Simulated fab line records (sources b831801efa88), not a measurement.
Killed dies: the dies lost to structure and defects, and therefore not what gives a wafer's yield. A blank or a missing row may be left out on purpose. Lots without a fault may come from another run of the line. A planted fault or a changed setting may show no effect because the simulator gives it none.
The tool behind it: which one? + flow sky130 + 13 lots with 39 wafers sampled at 2 steps, on a route of 708 steps

== WHAT EACH GAUGE READ, for each wafer ==
SKY_POLY_GATE_THK_MEAS_01. Usual: POLY_GATE_CVD_00_THK gives 180.1 nm (standard deviation 1.9).
| lot  | measured     | on            | POLY_GATE_CVD_00_THK (nm) | flag |
|------|--------------|---------------|---------------------------|------|
| L967 | day 14 19:21 | film_metro-02 | 177.6 178.3 177.0         |      |
| L970 | day 15 22:26 | film_metro-02 | 177.6 179.2 179.9         |      |
| L971 | day 16 05:32 | film_metro-01 | 181.1 180.9 181.8         |      |
| L972 | day 16 14:01 | film_metro-01 | 154.5 153.3 154.4         | OFF  |
| L973 | day 16 14:01 | film_metro-02 | 152.2 153.2 153.3         | OFF  |
| L974 | day 17 02:39 | film_metro-04 | 153.9 154.1 154.4         | OFF  |
| L983 | day 20 03:22 | film_metro-02 | 180.6 181.5 179.6         |      |
| L984 | day 20 18:33 | film_metro-01 | 180.5 181.2 180.2         |      |
| L985 | day 20 18:32 | film_metro-04 | 182.9 181.9 181.6         |      |
| L987 | day 21 10:43 | film_metro-04 | 181.3 180.8 181.2         |      |
| L986 | day 21 12:04 | film_metro-01 | 181.6 182.8 182.9         |      |
| L988 | day 21 21:08 | film_metro-01 | 179.4 180.5 180.4         |      |
| L989 | day 22 07:53 | film_metro-04 | 181.2 183.0 181.1         |      |

== EACH LOT AND THE TOOL THAT RAN IT (in order: tool; ch and the chambers of the sampled wafers; start) ==
| lot  | SKY_POLY_GATE_CVD_00        |
|------|-----------------------------|
| L967 | lpcvd-01 ch 0, day 14 18:09 |
| L970 | lpcvd-01 ch 0, day 15 21:14 |
| L971 | lpcvd-01 ch 1, day 16 04:20 |
| L972 | lpcvd-01 ch 1, day 16 12:48 |
| L973 | lpcvd-01 ch 0, day 16 12:48 |
| L974 | lpcvd-01 ch 1, day 17 01:25 |
| L983 | lpcvd-01 ch 1, day 20 02:09 |
| L984 | lpcvd-01 ch 0, day 20 17:20 |
| L985 | lpcvd-01 ch 1, day 20 17:20 |
| L987 | lpcvd-01 ch 0, day 21 09:31 |
| L986 | lpcvd-01 ch 0, day 21 10:52 |
| L988 | lpcvd-01 ch 0, day 21 19:56 |
| L989 | lpcvd-01 ch 1, day 22 06:40 |
- SKY_POLY_GATE_CVD_00: deposits poly-Si, target thk 180 nm, time 720 s.

== WHAT THE TOOLS THEMSELVES READ (means of the sampled wafers that have a number; where no wafer has one, the mark that the record gives instead) ==
SKY_POLY_GATE_CVD_00. Usual: spike_tc_bottom_C 642.5 C, standard deviation 1.5; spike_tc_centre_C 620.5 C, standard deviation 1.1; spike_tc_lower_C 619.6 C, standard deviation 1.1; spike_tc_top_C 643.2 C, standard deviation 2; spike_tc_upper_C 620.7 C, standard deviation 0.98; susceptor_temp_C 620.0 C, standard deviation 0.33; zone_power_upper_pct 8.7 %, standard deviation 1.4.
| lot  | tool     | spike_tc_bottom_C (C) | spike_tc_centre_C (C) | spike_tc_lower_C (C) | spike_tc_top_C (C) | spike_tc_upper_C (C) | susceptor_temp_C (C) | zone_power_upper_pct (%) | flag |
|------|----------|-----------------------|-----------------------|----------------------|--------------------|----------------------|----------------------|--------------------------|------|
| L967 | lpcvd-01 | 644.0                 | 621.0                 | 619.7                | 641.3              | 620.9                | 619.5                | 7.4                      |      |
| L970 | lpcvd-01 | 643.6                 | 620.7                 | 620.7                | 640.8              | 621.0                | 620.0                | 7.2                      |      |
| L971 | lpcvd-01 | 641.6                 | 620.2                 | 619.4                | 644.4              | 620.8                | 619.8                | 10.1                     |      |
| L972 | lpcvd-01 | 634.3                 | 612.1                 | 611.8                | 637.3              | 613.2                | 612.7                | 9.9                      | OFF  |
| L973 | lpcvd-01 | 635.9                 | 612.8                 | 611.8                | 634.3              | 613.8                | 613.1                | 7.2                      | OFF  |
| L974 | lpcvd-01 | 634.5                 | 613.0                 | 611.6                | 637.2              | 613.5                | 613.1                | 9.9                      | OFF  |
| L983 | lpcvd-01 | 641.4                 | 620.6                 | 619.1                | 644.7              | 620.0                | 619.9                | 10.1                     |      |
| L984 | lpcvd-01 | 643.5                 | 620.4                 | 619.6                | 640.9              | 620.9                | 619.8                | 7.3                      |      |
| L985 | lpcvd-01 | 641.5                 | 619.7                 | 619.1                | 645.2              | 619.7                | 620.2                | 10.2                     |      |
| L987 | lpcvd-01 | 643.5                 | 620.6                 | 619.3                | 640.9              | 620.6                | 620.0                | 7.3                      |      |
| L986 | lpcvd-01 | 643.7                 | 620.7                 | 619.5                | 641.5              | 620.8                | 620.0                | 7.4                      |      |
| L988 | lpcvd-01 | 642.1                 | 621.9                 | 620.4                | 640.5              | 621.5                | 620.3                | 7.4                      |      |
| L989 | lpcvd-01 | 641.4                 | 619.8                 | 619.4                | 645.6              | 620.9                | 619.8                | 10.0                     |      |

== THE ANSWER, worked out from the rows above alone ==
Rule: take the mean of a lot's wafers that have a number; if it is more than 3 standard deviations from the usual mean, the lot is off. Also off: a lot with no number at a reading for which 4 or more lots have one. Any other lot the step has rows for is counted as sound. After the gauges, taken in route order, come the tools' own readings; for these a lot's mean is taken, as printed above. The first step at which some lot is off is used, and at that step the reading that is off furthest; a lot without a number counts as furthest.
Off: L972, L973, L974, seen at SKY_POLY_GATE_THK_MEAS_01 (POLY_GATE_CVD_00_THK).
A tool fits if, at a process step before that reading, it ran every lot that is off, and no sound lot after the first of them. Not tried: the gauges at SKY_POLY_GATE_THK_MEAS_01; whatever is off there is also off at SKY_POLY_GATE_CVD_00, on other tools, and gauge error can't account for it. Not one of the candidates tried fits.

== WHAT THE SIMULATOR HAD PUT IN ==
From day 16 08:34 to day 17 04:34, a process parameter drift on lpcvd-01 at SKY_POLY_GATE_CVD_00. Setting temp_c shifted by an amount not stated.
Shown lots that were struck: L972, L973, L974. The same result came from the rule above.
